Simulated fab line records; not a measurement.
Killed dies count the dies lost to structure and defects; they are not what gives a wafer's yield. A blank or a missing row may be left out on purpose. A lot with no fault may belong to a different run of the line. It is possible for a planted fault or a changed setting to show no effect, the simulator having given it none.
Chamber matching :: flow gf180mcu :: rie-si-02 running GF_POLY_GATE_ETCH_13: 4 sister chambers
The step etches poly-Si in HBr/Cl2, stops on SiO2, target depth 198.5 nm, time 69.6 s. 8 wafers are shown with their chamber, then 8 later ones without.

## WAFERS PAIRED WITH THEIR CHAMBERS
wafer: L809.2
chamber: 1
drypump-motor-current-A (A): 5.6
oes-product-au (a.u.): 0.984

wafer: L809.6
chamber: 0
drypump-motor-current-A (A): 6.7
oes-product-au (a.u.): 0.989

wafer: L810.1
chamber: 3
drypump-motor-current-A (A): 6.3
oes-product-au (a.u.): 0.994

wafer: L810.5
chamber: 1
drypump-motor-current-A (A): 5.6
oes-product-au (a.u.): 0.984

wafer: L812.1
chamber: 2
drypump-motor-current-A (A): 6.3
oes-product-au (a.u.): 0.994

wafer: L812.2
chamber: 0
drypump-motor-current-A (A): 6.7
oes-product-au (a.u.): 0.989

wafer: L812.3
chamber: 3
drypump-motor-current-A (A): 6.4
oes-product-au (a.u.): 0.980

wafer: L814.4
chamber: 2
drypump-motor-current-A (A): 6.3
oes-product-au (a.u.): 0.996

## WAFERS WITHOUT THEIR CHAMBER
wafer: L814.5
drypump-motor-current-A (A): 5.6
oes-product-au (a.u.): 0.983

wafer: L814.6
drypump-motor-current-A (A): 6.7
oes-product-au (a.u.): 0.992

wafer: L820.2
drypump-motor-current-A (A): 5.6
oes-product-au (a.u.): 0.983

wafer: L820.4
drypump-motor-current-A (A): 6.7
oes-product-au (a.u.): 1.003

wafer: L820.6
drypump-motor-current-A (A): 5.6
oes-product-au (a.u.): 0.990

wafer: L822.1
drypump-motor-current-A (A): 6.3
oes-product-au (a.u.): 0.985

wafer: L822.2
drypump-motor-current-A (A): 6.3
oes-product-au (a.u.): 0.997

wafer: L822.6
drypump-motor-current-A (A): 6.3
oes-product-au (a.u.): 1.003

## CHAMBER TAKEN BY EACH
wafer: L814.5
from the rows above: 1
in truth: 1

wafer: L814.6
from the rows above: 0
in truth: 0

wafer: L820.2
from the rows above: 1
in truth: 1

wafer: L820.4
from the rows above: 0
in truth: 0

wafer: L820.6
from the rows above: 1
in truth: 1

wafer: L822.1
from the rows above: can't be placed: 3 or 2
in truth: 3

wafer: L822.2
from the rows above: 2
in truth: 2

wafer: L822.6
from the rows above: can't be placed: 2 or 3
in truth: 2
Placed correctly: 6 of 8. From these rows, 2 cannot be placed; in 2 the true chamber is one of the candidates. 0 placed wrongly.
How it was worked out, from the rows above alone: a wafer's distance from a chamber is the root of the sum, over the readings, of the square of ((its reading less the chamber's mean) divided by the reading's scatter). The wafer belongs to the nearest chamber; if the next one is less than 2 further off, it can't be placed. A chamber's mean is the mean of its shown wafers. The scatter: the root of (the sum of the squares of (reading less its chamber's mean) over the shown wafers, divided by (wafers less chambers)).
